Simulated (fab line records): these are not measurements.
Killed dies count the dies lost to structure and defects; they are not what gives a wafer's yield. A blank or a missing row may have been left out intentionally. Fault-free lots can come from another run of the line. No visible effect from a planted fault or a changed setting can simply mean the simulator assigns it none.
fab line records / flow sky130 / part 2 of 2: steps 31 to 39 of 39
record: lots: 5 wafers: 15 last-day: 49
route steps=708 shown GATE_OXIDE@193 POLY_GATE@204 RES_PROTECT@206
lots that met no fault: from a run of the same line without faults
start-h: hours from the record's opening day to when the first of the lot's shown wafers began / wait-h: hours elapsed since this lot's preceding step / " repeats the value in the row above / L1.1+2: a row that stands for several wafers / - no value, or no start given / * or withheld: withheld / < > ~ a bound
route shown NAME@n: names a module that has steps shown in the file, with the first one's number in the route / usual: mean/standard deviation of fault-free wafers / same: alike in all rows / chamber/n: place in a boat / sites: each site's reading / _std_site: how widely they spread, as a standard deviation / _edge_site: outer sites' mean less inner sites' / radius-mm: for every site, how far away it sits from the centre of the wafer / mask NAME#n: copy n / behind: the most recent tool/chamber to have shaped the wafer / hold: why the lot went on hold/how many hours it stayed there/how the hold came to an end / device: whichever transistor did not switch (one of n, p or np) / end of line: tests run on the same wafers once the route is complete / a step without rows: its recipe alone / killed: not the wafer's yield, but the dies lost to structure and defects at the first sort / map: dies across one wafer; x = killed, . = not, _ = none there
set.NAME: the setting the step ran with; set.NAME@STEP: the setting that earlier step ran with / model.NAME: the simulator's own value behind a step, which no gauge read
lots at selected steps of the route; one table per step, one row per wafer
services: a tool's chamber out of use, with start hour (start-h, from the record's first day; less than 0 if before it), hours out, and reason
== steps ==
step: SKY_POLY_GATE_SOFTBAKE_09
recipe: temp-c: 100 time-s: 90 resist: KrF-thick
lot.wafer=L075.1+2+4 tool=litho-track-04 chamber=0 start-h=- wait-h=-
lot.wafer=L077.1+3+5 tool=litho-track-02 chamber=0 start-h=- wait-h=-
lot.wafer=L081.1+4+6 tool=litho-track-04 chamber=0 start-h=- wait-h=-
lot.wafer=L089.1+2+3 tool=litho-track-04 chamber=0 start-h=- wait-h=-
lot.wafer=L095.3+4+6 tool=litho-track-02 chamber=0 start-h=- wait-h=-
step: SKY_POLY_GATE_EXPOSE_10
recipe: mask-id: P1M na: 0.68 source-shape: conventional sigma-outer: 0.6 target-cd-nm: 150 dose-mj: 28
usual: focus-offset-nm: 0.0/0.56 reticle-temp-C: 23.01/0.11
same: na: 0.68
lot.wafer=L075.1 tool=krf-scanner-02 chamber=0 start-h=- wait-h=- mask=P1M#0 focus-offset-nm=0.2 reticle-temp-C=23.04
lot.wafer=L075.2 tool=krf-scanner-02 chamber=0 start-h=- wait-h=- mask=P1M#0 focus-offset-nm=-0.5 reticle-temp-C=23.12
lot.wafer=L075.4 tool=krf-scanner-02 chamber=0 start-h=- wait-h=- mask=P1M#0 focus-offset-nm=-0.6 reticle-temp-C=23.21
lot.wafer=L077.1 tool=krf-scanner-01 chamber=0 start-h=- wait-h=- mask=P1M#0 focus-offset-nm=-0.1 reticle-temp-C=23.00
lot.wafer=L077.3 tool=krf-scanner-01 chamber=0 start-h=- wait-h=- mask=P1M#0 focus-offset-nm=0.6 reticle-temp-C=23.03
lot.wafer=L077.5 tool=krf-scanner-01 chamber=0 start-h=- wait-h=- mask=P1M#0 focus-offset-nm=0.1 reticle-temp-C=22.98
lot.wafer=L081.1 tool=krf-scanner-01 chamber=0 start-h=- wait-h=- mask=P1M#0 focus-offset-nm=-0.1 reticle-temp-C=23.05
lot.wafer=L081.4 tool=krf-scanner-01 chamber=0 start-h=- wait-h=- mask=P1M#0 focus-offset-nm=-0.1 reticle-temp-C=23.11
lot.wafer=L081.6 tool=krf-scanner-01 chamber=0 start-h=- wait-h=- mask=P1M#0 focus-offset-nm=0.8 reticle-temp-C=22.89
lot.wafer=L089.1 tool=krf-scanner-01 chamber=0 start-h=- wait-h=- mask=P1M#0 focus-offset-nm=-1.4 reticle-temp-C=22.88
lot.wafer=L089.2 tool=krf-scanner-01 chamber=0 start-h=- wait-h=- mask=P1M#0 focus-offset-nm=-0.6 reticle-temp-C=22.93
lot.wafer=L089.3 tool=krf-scanner-01 chamber=0 start-h=- wait-h=- mask=P1M#0 focus-offset-nm=-0.7 reticle-temp-C=22.94
lot.wafer=L095.3 tool=krf-scanner-01 chamber=0 start-h=- wait-h=- mask=P1M#0 focus-offset-nm=-0.2 reticle-temp-C=23.10
lot.wafer=L095.4 tool=krf-scanner-01 chamber=0 start-h=- wait-h=- mask=P1M#0 focus-offset-nm=-0.2 reticle-temp-C=23.02
lot.wafer=L095.6 tool=krf-scanner-01 chamber=0 start-h=- wait-h=- mask=P1M#0 focus-offset-nm=0.3 reticle-temp-C=23.03
step: SKY_POLY_GATE_PEB_11
recipe: peb-temp-c: withheld peb-time-s: withheld resist: KrF-thick
lot.wafer=L075.1+2+4 tool=litho-track-04 chamber=0 start-h=- wait-h=-
lot.wafer=L077.1+3+5 tool=litho-track-03 chamber=0 start-h=- wait-h=-
lot.wafer=L081.1+4+6 tool=litho-track-04 chamber=0 start-h=- wait-h=-
lot.wafer=L089.1+2+3 tool=litho-track-02 chamber=0 start-h=- wait-h=-
lot.wafer=L095.3+4+6 tool=litho-track-03 chamber=0 start-h=- wait-h=-
step: SKY_POLY_GATE_DEVELOP_12
recipe: develop-time-s: 60 resist: KrF-thick dev-temp-c: 21
lot.wafer=L075.1+2+4 tool=litho-track-04 chamber=0 start-h=- wait-h=-
lot.wafer=L077.1+3+5 tool=litho-track-03 chamber=0 start-h=- wait-h=-
lot.wafer=L081.1+4+6 tool=litho-track-04 chamber=0 start-h=- wait-h=-
lot.wafer=L089.1+2+3 tool=litho-track-02 chamber=0 start-h=- wait-h=-
lot.wafer=L095.3+4+6 tool=litho-track-03 chamber=0 start-h=- wait-h=-
step: SKY_POLY_GATE_CD_MEAS_13
recipe: target-cd-nm: 150
usual: cd-nm: 149.9/1.5
lot.wafer=L075.1 tool=cd-sem-01 chamber=- start-h=369.09 wait-h=- cd-nm=151.3
lot.wafer=L075.2 tool=cd-sem-01 chamber=- start-h=369.09 wait-h=- cd-nm=151.8
lot.wafer=L075.4 tool=cd-sem-01 chamber=- start-h=369.09 wait-h=- cd-nm=151.0
lot.wafer=L077.1 tool=cd-sem-02 chamber=- start-h=393.07 wait-h=- cd-nm=148.0
lot.wafer=L077.3 tool=cd-sem-02 chamber=- start-h=393.07 wait-h=- cd-nm=147.1
lot.wafer=L077.5 tool=cd-sem-02 chamber=- start-h=393.07 wait-h=- cd-nm=147.4
lot.wafer=L081.1 tool=cd-sem-01 chamber=- start-h=440.89 wait-h=- cd-nm=148.2
lot.wafer=L081.4 tool=cd-sem-01 chamber=- start-h=440.89 wait-h=- cd-nm=147.2
lot.wafer=L081.6 tool=cd-sem-01 chamber=- start-h=440.89 wait-h=- cd-nm=147.7
lot.wafer=L089.1 tool=cd-sem-01 chamber=- start-h=509.44 wait-h=- cd-nm=150.5
lot.wafer=L089.2 tool=cd-sem-01 chamber=- start-h=509.44 wait-h=- cd-nm=151.0
lot.wafer=L089.3 tool=cd-sem-01 chamber=- start-h=509.44 wait-h=- cd-nm=151.6
lot.wafer=L095.3 tool=cd-sem-02 chamber=- start-h=552.71 wait-h=- cd-nm=149.6
lot.wafer=L095.4 tool=cd-sem-02 chamber=- start-h=552.71 wait-h=- cd-nm=149.2
lot.wafer=L095.6 tool=cd-sem-02 chamber=- start-h=552.71 wait-h=- cd-nm=149.8
step: SKY_POLY_GATE_OVL_MEAS_14
usual: POLY_GATE_OVL: 0/5.6
lot.wafer=L075.1 tool=overlay-01 chamber=- start-h=369.21 wait-h=0.1 POLY_GATE_OVL[nm]=7
lot.wafer=L075.2 tool=overlay-01 chamber=- start-h=369.21 wait-h=0.1 POLY_GATE_OVL[nm]=8
lot.wafer=L075.4 tool=overlay-01 chamber=- start-h=369.21 wait-h=0.1 POLY_GATE_OVL[nm]=2
lot.wafer=L077.1 tool=overlay-01 chamber=- start-h=393.19 wait-h=0.1 POLY_GATE_OVL[nm]=-2
lot.wafer=L077.3 tool=overlay-01 chamber=- start-h=393.19 wait-h=0.1 POLY_GATE_OVL[nm]=-3
lot.wafer=L077.5 tool=overlay-01 chamber=- start-h=393.19 wait-h=0.1 POLY_GATE_OVL[nm]=-1
lot.wafer=L081.1 tool=overlay-01 chamber=- start-h=441.01 wait-h=0.1 POLY_GATE_OVL[nm]=7
lot.wafer=L081.4 tool=overlay-01 chamber=- start-h=441.01 wait-h=0.1 POLY_GATE_OVL[nm]=5
lot.wafer=L081.6 tool=overlay-01 chamber=- start-h=441.01 wait-h=0.1 POLY_GATE_OVL[nm]=4
lot.wafer=L089.1 tool=overlay-02 chamber=- start-h=509.56 wait-h=0.1 POLY_GATE_OVL[nm]=0
lot.wafer=L089.2 tool=overlay-02 chamber=- start-h=509.56 wait-h=0.1 POLY_GATE_OVL[nm]=8
lot.wafer=L089.3 tool=overlay-02 chamber=- start-h=509.56 wait-h=0.1 POLY_GATE_OVL[nm]=3
lot.wafer=L095.3 tool=overlay-02 chamber=- start-h=552.80 wait-h=0.1 POLY_GATE_OVL[nm]=-9
lot.wafer=L095.4 tool=overlay-02 chamber=- start-h=552.80 wait-h=0.1 POLY_GATE_OVL[nm]=-4
lot.wafer=L095.6 tool=overlay-02 chamber=- start-h=552.80 wait-h=0.1 POLY_GATE_OVL[nm]=-7
step: SKY_POLY_GATE_ETCH_15
recipe: chemistry: N2/H2 target: BARC ion-energy-ev: 200 source-w: 500 bias-w: 100 pressure-mtorr: 30 n2-flow-sccm: 100 h2-flow-sccm: 200 stop-on: SiO2 time-s: 118.5 target-depth-a: 1100
usual: drypump-motor-current-A: 5.4/0.39 oes-product-au: 0.716/0.0051 throttle-valve-pct: 13.211/0.0089
lot.wafer=L075.1 tool=rie-diel-03 chamber=1 start-h=369.24 wait-h=0.0 drypump-motor-current-A=5.0 oes-product-au=0.722 rf-hours-counter-h=9 throttle-valve-pct=13.203
lot.wafer=L075.2 tool=rie-diel-03 chamber=3 start-h=369.24 wait-h=0.0 drypump-motor-current-A=5.3 oes-product-au=0.718 rf-hours-counter-h=101 throttle-valve-pct=13.207
lot.wafer=L075.4 tool=rie-diel-03 chamber=0 start-h=369.24 wait-h=0.0 drypump-motor-current-A=5.2 oes-product-au=0.712 rf-hours-counter-h=114 throttle-valve-pct=13.213
lot.wafer=L077.1 tool=rie-diel-02 chamber=3 start-h=393.22 wait-h=0.0 drypump-motor-current-A=5.1 oes-product-au=0.717 rf-hours-counter-h=2 throttle-valve-pct=13.203
lot.wafer=L077.3 tool=rie-diel-02 chamber=1 start-h=393.22 wait-h=0.0 drypump-motor-current-A=5.8 oes-product-au=0.712 rf-hours-counter-h=58 throttle-valve-pct=13.201
lot.wafer=L077.5 tool=rie-diel-02 chamber=1 start-h=393.22 wait-h=0.0 drypump-motor-current-A=5.8 oes-product-au=0.714 rf-hours-counter-h=- throttle-valve-pct=13.199
lot.wafer=L081.1 tool=rie-diel-04 chamber=0 start-h=441.04 wait-h=0.0 drypump-motor-current-A=6.2 oes-product-au=0.716 rf-hours-counter-h=22 throttle-valve-pct=13.210
lot.wafer=L081.4 tool=rie-diel-04 chamber=2 start-h=441.04 wait-h=0.0 drypump-motor-current-A=6.4 oes-product-au=0.720 rf-hours-counter-h=11 throttle-valve-pct=13.218
lot.wafer=L081.6 tool=rie-diel-04 chamber=3 start-h=441.04 wait-h=0.0 drypump-motor-current-A=5.8 oes-product-au=0.710 rf-hours-counter-h=- throttle-valve-pct=13.199
lot.wafer=L089.1 tool=rie-diel-02 chamber=0 start-h=509.60 wait-h=0.0 drypump-motor-current-A=5.2 oes-product-au=0.711 rf-hours-counter-h=5 throttle-valve-pct=13.197
lot.wafer=L089.2 tool=rie-diel-02 chamber=3 start-h=509.60 wait-h=0.0 drypump-motor-current-A=5.1 oes-product-au=0.710 rf-hours-counter-h=4 throttle-valve-pct=13.207
lot.wafer=L089.3 tool=rie-diel-02 chamber=1 start-h=509.60 wait-h=0.0 drypump-motor-current-A=5.7 oes-product-au=0.706 rf-hours-counter-h=60 throttle-valve-pct=13.201
lot.wafer=L095.3 tool=rie-diel-03 chamber=2 start-h=552.82 wait-h=0.0 drypump-motor-current-A=5.8 oes-product-au=0.725 rf-hours-counter-h=5 throttle-valve-pct=13.200
lot.wafer=L095.4 tool=rie-diel-03 chamber=3 start-h=552.82 wait-h=0.0 drypump-motor-current-A=5.3 oes-product-au=0.716 rf-hours-counter-h=2 throttle-valve-pct=13.200
lot.wafer=L095.6 tool=rie-diel-03 chamber=2 start-h=552.82 wait-h=0.0 drypump-motor-current-A=5.8 oes-product-au=0.718 rf-hours-counter-h=- throttle-valve-pct=13.210
step: SKY_POLY_GATE_ETCH_16
recipe: stop-on: poly-Si chemistry: CH3F/O2 target: Si3N4 source-w: 400 bias-w: 80 pressure-mtorr: 25 ch3f-flow-sccm: 40 O2_flow_sccm: 30 time-s: 147.5 target-depth-a: 750
usual: drypump-motor-current-A: 5.4/0.39 oes-product-au: 0.639/0.0052 throttle-valve-pct: 10.535/0.0087
lot.wafer=L075.1 tool=rie-diel-03 chamber=1 start-h=369.33 wait-h=0.0 drypump-motor-current-A=5.0 oes-product-au=0.640 rf-hours-counter-h=9 throttle-valve-pct=10.528
lot.wafer=L075.2 tool=rie-diel-03 chamber=3 start-h=369.33 wait-h=0.0 drypump-motor-current-A=5.2 oes-product-au=0.636 rf-hours-counter-h=102 throttle-valve-pct=10.531
lot.wafer=L075.4 tool=rie-diel-03 chamber=0 start-h=369.33 wait-h=0.0 drypump-motor-current-A=5.1 oes-product-au=0.633 rf-hours-counter-h=114 throttle-valve-pct=10.539
lot.wafer=L077.1 tool=rie-diel-02 chamber=3 start-h=393.31 wait-h=0.0 drypump-motor-current-A=5.1 oes-product-au=0.642 rf-hours-counter-h=2 throttle-valve-pct=10.517
lot.wafer=L077.3 tool=rie-diel-02 chamber=1 start-h=393.31 wait-h=0.0 drypump-motor-current-A=5.8 oes-product-au=0.632 rf-hours-counter-h=58 throttle-valve-pct=10.527
lot.wafer=L077.5 tool=rie-diel-02 chamber=1 start-h=393.31 wait-h=0.0 drypump-motor-current-A=5.7 oes-product-au=0.635 rf-hours-counter-h=- throttle-valve-pct=10.536
lot.wafer=L081.1 tool=rie-diel-04 chamber=0 start-h=441.13 wait-h=0.0 drypump-motor-current-A=6.2 oes-product-au=0.639 rf-hours-counter-h=22 throttle-valve-pct=10.546
lot.wafer=L081.4 tool=rie-diel-04 chamber=2 start-h=441.13 wait-h=0.0 drypump-motor-current-A=6.4 oes-product-au=0.635 rf-hours-counter-h=11 throttle-valve-pct=10.512
lot.wafer=L081.6 tool=rie-diel-04 chamber=3 start-h=441.13 wait-h=0.0 drypump-motor-current-A=5.8 oes-product-au=0.638 rf-hours-counter-h=- throttle-valve-pct=10.546
lot.wafer=L089.1 tool=rie-diel-02 chamber=0 start-h=509.68 wait-h=0.0 drypump-motor-current-A=5.2 oes-product-au=0.637 rf-hours-counter-h=5 throttle-valve-pct=10.536
lot.wafer=L089.2 tool=rie-diel-02 chamber=3 start-h=509.68 wait-h=0.0 drypump-motor-current-A=5.2 oes-product-au=0.641 rf-hours-counter-h=5 throttle-valve-pct=10.536
lot.wafer=L089.3 tool=rie-diel-02 chamber=1 start-h=509.68 wait-h=0.0 drypump-motor-current-A=5.8 oes-product-au=0.641 rf-hours-counter-h=60 throttle-valve-pct=10.536
lot.wafer=L095.3 tool=rie-diel-03 chamber=2 start-h=552.90 wait-h=0.0 drypump-motor-current-A=5.7 oes-product-au=0.635 rf-hours-counter-h=5 throttle-valve-pct=10.528
lot.wafer=L095.4 tool=rie-diel-03 chamber=3 start-h=552.90 wait-h=0.0 drypump-motor-current-A=5.2 oes-product-au=0.635 rf-hours-counter-h=2 throttle-valve-pct=10.537
lot.wafer=L095.6 tool=rie-diel-03 chamber=2 start-h=552.90 wait-h=0.0 drypump-motor-current-A=5.7 oes-product-au=0.646 rf-hours-counter-h=- throttle-valve-pct=10.541
step: SKY_POLY_GATE_ETCH_17
recipe: target-depth-nm: 180 stop-on: SiO2 over-etch-frac: 0.56667 chemistry: HBr/Cl2 target: poly-Si icp-w: 400 bias-w: 100 pressure-mtorr: 10 HBr_flow_sccm: 150 Cl2_flow_sccm: 50 time-s: 70.5
usual: drypump-motor-current-A: 5.7/0.55 oes-product-au: 0.984/0.0068 throttle-valve-pct: 33.685/0.01
lot.wafer=L075.1 tool=rie-si-01 chamber=3 start-h=369.42 wait-h=0.0 drypump-motor-current-A=5.0 oes-product-au=0.989 rf-hours-counter-h=28 throttle-valve-pct=33.700
lot.wafer=L075.2 tool=rie-si-01 chamber=0 start-h=369.42 wait-h=0.0 drypump-motor-current-A=5.4 oes-product-au=0.988 rf-hours-counter-h=5 throttle-valve-pct=33.672
lot.wafer=L075.4 tool=rie-si-01 chamber=2 start-h=369.42 wait-h=0.0 drypump-motor-current-A=6.0 oes-product-au=0.981 rf-hours-counter-h=4 throttle-valve-pct=33.670
lot.wafer=L077.1 tool=rie-si-01 chamber=2 start-h=393.40 wait-h=0.0 drypump-motor-current-A=6.0 oes-product-au=0.989 rf-hours-counter-h=5 throttle-valve-pct=33.700
lot.wafer=L077.3 tool=rie-si-01 chamber=0 start-h=393.40 wait-h=0.0 drypump-motor-current-A=5.4 oes-product-au=0.993 rf-hours-counter-h=5 throttle-valve-pct=33.677
lot.wafer=L077.5 tool=rie-si-01 chamber=0 start-h=393.40 wait-h=0.0 drypump-motor-current-A=5.4 oes-product-au=0.994 rf-hours-counter-h=- throttle-valve-pct=33.692
lot.wafer=L081.1 tool=rie-si-02 chamber=0 start-h=441.22 wait-h=0.0 drypump-motor-current-A=5.8 oes-product-au=0.981 rf-hours-counter-h=34 throttle-valve-pct=33.706
lot.wafer=L081.4 tool=rie-si-02 chamber=1 start-h=441.22 wait-h=0.0 drypump-motor-current-A=6.0 oes-product-au=0.974 rf-hours-counter-h=- throttle-valve-pct=33.686
lot.wafer=L081.6 tool=rie-si-02 chamber=2 start-h=441.22 wait-h=0.0 drypump-motor-current-A=4.9 oes-product-au=0.981 rf-hours-counter-h=- throttle-valve-pct=33.675
lot.wafer=L089.1 tool=rie-si-01 chamber=2 start-h=509.78 wait-h=0.0 drypump-motor-current-A=6.0 oes-product-au=0.973 rf-hours-counter-h=5 throttle-valve-pct=33.676
lot.wafer=L089.2 tool=rie-si-01 chamber=1 start-h=509.78 wait-h=0.0 drypump-motor-current-A=6.5 oes-product-au=0.987 rf-hours-counter-h=6 throttle-valve-pct=33.701
lot.wafer=L089.3 tool=rie-si-01 chamber=0 start-h=509.78 wait-h=0.0 drypump-motor-current-A=5.4 oes-product-au=0.984 rf-hours-counter-h=6 throttle-valve-pct=33.692
lot.wafer=L095.3 tool=rie-si-01 chamber=1 start-h=553.00 wait-h=0.0 drypump-motor-current-A=6.5 oes-product-au=0.980 rf-hours-counter-h=6 throttle-valve-pct=33.702
lot.wafer=L095.4 tool=rie-si-01 chamber=2 start-h=553.00 wait-h=0.0 drypump-motor-current-A=6.0 oes-product-au=0.971 rf-hours-counter-h=6 throttle-valve-pct=33.679
lot.wafer=L095.6 tool=rie-si-01 chamber=1 start-h=553.00 wait-h=0.0 drypump-motor-current-A=6.5 oes-product-au=0.982 rf-hours-counter-h=- throttle-valve-pct=33.682
== services ==
tool=rie-diel-03 chamber=- start-h=273.22 hours=4.0 kind=pm
tool=krf-scanner-01 chamber=- start-h=277.16 hours=4.0 kind=repair
tool=iline-stepper-02 chamber=- start-h=279.37 hours=1.7 kind=pm
tool=krf-scanner-01 chamber=- start-h=285.27 hours=4.4 kind=pm
tool=krf-scanner-01 chamber=- start-h=297.47 hours=0.8 kind=pm
tool=rie-diel-03 chamber=- start-h=300.49 hours=2.8 kind=pm
tool=iline-stepper-02 chamber=- start-h=318.42 hours=2.1 kind=pm
tool=rie-diel-03 chamber=1 start-h=319.83 hours=9.7 kind=repair
tool=rie-diel-03 chamber=3 start-h=330.79 hours=3.0 kind=repair
tool=rie-si-01 chamber=0 start-h=332.18 hours=4.4 kind=repair
tool=rie-si-01 chamber=- start-h=338.45 hours=0.1 kind=repair
tool=krf-scanner-01 chamber=- start-h=342.91 hours=0.8 kind=pm
tool=implanter-03 chamber=- start-h=351.34 hours=4.6 kind=repair
tool=krf-scanner-01 chamber=- start-h=363.01 hours=0.7 kind=repair
tool=iline-stepper-02 chamber=- start-h=365.77 hours=4.4 kind=pm
tool=iline-stepper-01 chamber=- start-h=378.94 hours=1.7 kind=pm
tool=krf-scanner-01 chamber=- start-h=379.94 hours=1.0 kind=pm
tool=krf-scanner-01 chamber=- start-h=401.22 hours=1.1 kind=repair
tool=lpcvd-01 chamber=- start-h=404.96 hours=14.6 kind=pm
tool=lpcvd-02 chamber=- start-h=455.87 hours=0.6 kind=repair
tool=lpcvd-02 chamber=- start-h=464.55 hours=2.8 kind=pm
tool=iline-stepper-01 chamber=- start-h=513.02 hours=4.8 kind=repair
tool=lpcvd-02 chamber=- start-h=536.78 hours=1.5 kind=repair
tool=lpcvd-01 chamber=- start-h=540.20 hours=1.1 kind=repair
